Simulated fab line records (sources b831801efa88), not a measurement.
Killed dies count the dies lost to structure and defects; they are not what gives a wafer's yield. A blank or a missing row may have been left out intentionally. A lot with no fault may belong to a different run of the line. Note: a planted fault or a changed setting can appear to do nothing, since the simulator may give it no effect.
Struck lot and sound lot, side by side + flow sky130 + 29 out of 708 route steps
Sound: wafers L345.2, L345.3, L345.6. Wafers struck: L339.4, L339.5, L339.6. The cause is given at the end.
For every step that has rows: the tool of each side, followed by ch and its chambers, followed by its first start. Under that, the readings that differ: sound wafers + struck wafers + difference of the means + sigmas: that difference in standard deviations of wafers without a fault.
alike: same words and numbers on both sides, and readings whose means sit less than 2 such deviations apart. not compared: any withheld reading, any reading some wafer has no value for, any bound like >300 that may hide the same value, and any number with overlapping values for which the record gives no deviation.
Wherever a step has rows on one side only, a row that says differs or no value, or a row with sigmas, the two part there. Non-overlapping numbers with no deviation appear without sigmas and do not part them. Lack of a reading on every wafer of one side parts them only where that side has two or more wafers.

SKY_SD_N_OVL_MEAS_08:
  sound: overlay-02 at day 34 16:56; struck: overlay-01 at day 33 02:00
  alike: SD_N_OVL
then, 2 steps without rows for these wafers: SKY_SD_N_IMPLANT_09; SKY_SD_N_IMPLANT_10.
SKY_SD_N_STRIP_11: strips in O2/N2.
  sound on plasma asher-02 ch 0, day 34 17:16; struck on plasma asher-02 ch 0,1, day 33 02:22
| reading                      | sound             | struck            | difference | sigmas |
|------------------------------|-------------------|-------------------|------------|--------|
| strip time to endpoint s (s) | 22.70 22.71 22.70 | 22.57 22.59 22.54 | -0.14      | -3     |
  alike: drypump motor current A, n2 flow sccm, oes product au
  not compared: rf hours counter h
SKY_SD_N_TW_MEAS_12:
  sound: film metro-03 at day 34 17:23; struck: film metro-04 at day 33 02:27
| reading | sound          | struck         | difference | sigmas |
|---------|----------------|----------------|------------|--------|
| SD_N_TW | 3989 4001 3991 | 4045 4046 4059 | +56        | +2     |
then, 1 step without rows for these wafers: SKY_SD_N_CLEAN_13 (cleans in SC1/SC2, time 150 s).
SKY_SD_N_RTA_14: time 2 s.
  sound on rtp anneal-02 ch 0, day 34 17:30; struck on rtp anneal-02 ch 0, day 33 02:34
| reading          | sound                | struck               | difference | sigmas |
|------------------|----------------------|----------------------|------------|--------|
| wafer_temp_C_max | 1075.2 1076.5 1076.8 | 1077.4 1079.0 1083.0 | +3.6       | +3     |
  alike: chamber o2 ppm, lamp power pct
SKY_SD_N_RS_MEAS_16: a four-point-probe measurement.
  sound: film metro-02 at day 34 17:41; struck: film metro-03 at day 33 02:46
  alike: SD_N_RS
SKY_SD_N_RS_MEAS_17: a four-point-probe measurement.
  sound: film metro-02 at day 34 17:48; struck: film metro-03 at day 33 02:53
  alike: SD_P_RS
SKY_SD_N_RS_MEAS_18: a four-point-probe measurement.
  sound: film metro-02 at day 34 17:55; struck: film metro-03 at day 33 03:01
  alike: RES_XHIGH_RS
then, 1 step without rows for these wafers: SKY_SALICIDE_CLEAN_00 (cleans in HF-last, time 30 s).
SKY_LI_CONTACT_HDPCVD_00: deposits PSG, target thk 930 nm, time 155 s.
  sound on hdpcvd-01 ch 0,1, day 34 18:02; struck on hdpcvd-02 ch 0,1,2, day 33 03:08
SKY_LI_CONTACT_THK_MEAS_01:
  sound: film metro-03 at day 34 18:09; struck: film metro-02 at day 33 03:13
| reading                    | sound       | struck      | difference | sigmas |
|----------------------------|-------------|-------------|------------|--------|
| LI_CONTACT_HDPCVD_THK (nm) | 909 933 915 | 762 771 770 | -151       | -14    |
SKY_LI_CONTACT_CMP_02: polishes PSG.
  sound on cmp-02 ch 2,3, day 34 18:12; struck on cmp-01 ch 0,1,3, day 33 03:23
  alike: motor current A, slurry flow ml min, time to endpoint s
SKY_LI_CONTACT_BOW_MEAS_03:
  sound: film metro-02 at day 34 18:31; struck: film metro-03 at day 33 03:36
  alike: LI_CONTACT_BOW
then, 8 steps without rows for these wafers: SKY_LI_CONTACT_DEHYDRATE_04 (time 60 s); SKY_LI_CONTACT_HMDS_05 (prime time 60 s); SKY_LI_CONTACT_COAT_06 (resist thk 60 nm); SKY_LI_CONTACT_COAT_07 (resist thk 450 nm); SKY_LI_CONTACT_SOFTBAKE_08 (time 90 s); SKY_LI_CONTACT_EXPOSE_09 (exposes mask LICM1, target cd 170 nm); SKY_LI_CONTACT_PEB_10; SKY_LI_CONTACT_DEVELOP_11 (develop time 60 s).
SKY_LI_CONTACT_CD_MEAS_12: target cd 170 nm.
  sound: cd sem-02 at day 35 20:14; struck: cd sem-02 at day 34 05:50
| reading    | sound             | struck            | difference | sigmas |
|------------|-------------------|-------------------|------------|--------|
| cd nm (nm) | 173.8 172.0 173.9 | 170.3 169.1 170.6 | -3.2       | -2     |
SKY_LI_CONTACT_OVL_MEAS_13:
  sound: overlay-02 at day 35 20:20; struck: overlay-02 at day 34 05:55
  alike: LI_CONTACT_OVL
SKY_LI_CONTACT_ETCH_14: etches BARC in N2/H2, stops on SiO2, time 45.9 s, target depth 60 nm.
  sound on rie diel-03 ch 0,2, day 35 20:22; struck on rie diel-04 ch 0,3, day 34 05:56
  alike: drypump motor current A, n2 flow sccm, oes product au, throttle valve pct
  not compared: rf hours counter h
SKY_LI_CONTACT_ETCH_15: etches PSG in C4F8/O2/Ar, stops on Si, target depth 600 nm.
  sound on rie diel-03 ch 0,2, day 35 20:25; struck on rie diel-04 ch 0,3, day 34 05:58
| reading               | sound             | struck            | difference | sigmas |
|-----------------------|-------------------|-------------------|------------|--------|
| oes product au (a.u.) | 0.846 0.838 0.837 | 0.711 0.703 0.711 | -0.132     | -29    |
SKY_LI_CONTACT_STRIP_16: strips in O2/N2.
  sound on plasma asher-04 ch 0,1, day 35 20:30; struck on plasma asher-03 ch 0,1, day 34 06:05
  alike: drypump motor current A, n2 flow sccm, oes product au, strip time to endpoint s
  not compared: rf hours counter h
-- here the record skips 15 days between the struck wafers' starts before and after, leaving off in module LI_CONTACT and picking up in module PAD_OPEN (first step shown: number 708 of the route) --
SKY_PAD_OPEN_PROBE_99:
  sound: prober-01 at day 50 09:46; struck: prober-01 at day 49 16:59
| reading            | sound    | struck   | difference | sigmas |
|--------------------|----------|----------|------------|--------|
| killed at contacts | 18 25 20 | 34 41 33 | +15        | +3     |
  alike: killed_at_M0_to_M3, killed_at_M4_up, killed at front end, killed at other, killed dies, killed open, killed short

== WHERE THEY PART ==
Last at SKY_PAD_OPEN_PROBE_99 as far as this record goes, first at SKY_SD_N_STRIP_11.

WHY: whatever the simulator had introduced
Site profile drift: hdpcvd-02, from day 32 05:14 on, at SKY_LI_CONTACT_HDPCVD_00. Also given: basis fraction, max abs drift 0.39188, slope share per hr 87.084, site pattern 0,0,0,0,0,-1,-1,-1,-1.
